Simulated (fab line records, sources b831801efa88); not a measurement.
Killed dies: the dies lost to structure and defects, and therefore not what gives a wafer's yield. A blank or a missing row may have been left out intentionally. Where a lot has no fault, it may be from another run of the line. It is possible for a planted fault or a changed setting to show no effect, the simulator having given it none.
2 desks, one fault / flow gf180mcu / what lay behind the numbers comes last; until then each desk has only its own

AT THE METROLOGY DESK
What the gauges read, lot by lot, whatever tool the lot ran on: means of the sampled wafers that have a number. A lot is out of limits, marked OUT, if its mean lies more than 4 standard deviations from the usual mean; the brackets give that distance.
Columns: A = V3_CVD_00_THK at GF_V3_THK_MEAS_01, usual 603 nm; B = V4_CVD_02_THK at GF_V4_THK_MEAS_03, usual 848 nm
lot=L804; first seen here=day 21 10:44; A=598; B=841
lot=L806; first seen here=day 22 02:46; A=609; B=854
lot=L807; first seen here=day 22 06:40; A=611; B=834
lot=L812; first seen here=day 24 03:04; A=596; B=839
lot=L815; first seen here=day 25 05:15; A=605; B=861
lot=L816; first seen here=day 25 12:24; A=594; B=870
lot=L818; first seen here=day 26 08:35; A=607; B=847
lot=L821; first seen here=day 27 14:18; A=602; B=852
lot=L822; first seen here=day 27 20:41; A=606; B=850
lot=L823; first seen here=day 28 04:46; A=597; B=867
lot=L824; first seen here=day 28 07:58; A=600; B=854
This desk's verdict: no lot among the 11 shows anything out of limits.

TOOL OWNER'S DESK, pecvd-04
The tool's own readings at GF_V4_CVD_02 (deposits SiO2 from TEOS, target thk 850 nm, time 94.851 s): means of the sampled wafers that have a number, for each lot that ran on this tool. A lot is out of limits, marked OUT, if its mean lies more than 4 standard deviations from the usual mean; the brackets give that distance.
Columns: A = heaterPowerW at GF_V4_CVD_02, usual 650 W; B = rfFwdPowerW at GF_V4_CVD_02, usual 595.7 W
lot=L804; first seen here=day 23 11:59; A=637; B=597.0
lot=L812; first seen here=day 26 02:13; A=573; B=597.8
lot=L815; first seen here=day 27 03:05; A=588; B=628.2 (+17) OUT
lot=L816; first seen here=day 27 09:07; A=584; B=659.2 (+33) OUT
lot=L823; first seen here=day 29 22:52; A=615; B=597.2
This desk's finding: out of limits on L815, L816; first on L815, day 27 03:05 (rfFwdPowerW at GF_V4_CVD_02). L804, L812, L823: within limits.

PUT TOGETHER
At day 27 03:05, on L815, L816, the tool owner's desk was in a position to raise an alarm.
At the metrology desk, nothing out of limits was observed.
The metrology desk has L815, L816 on record, within its limits.
Of the lots named, all ran GF_V4_CVD_02 on pecvd-04.

WHAT THE SIMULATOR PUT IN
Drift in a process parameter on pecvd-04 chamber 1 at GF_V4_CVD_02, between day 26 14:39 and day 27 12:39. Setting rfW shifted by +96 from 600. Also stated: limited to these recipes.
Shown lots that were struck: L815, L816.
How many hours passed from the start of the fault until each desk's first out-of-limits reading: the tool owner's desk, 12.
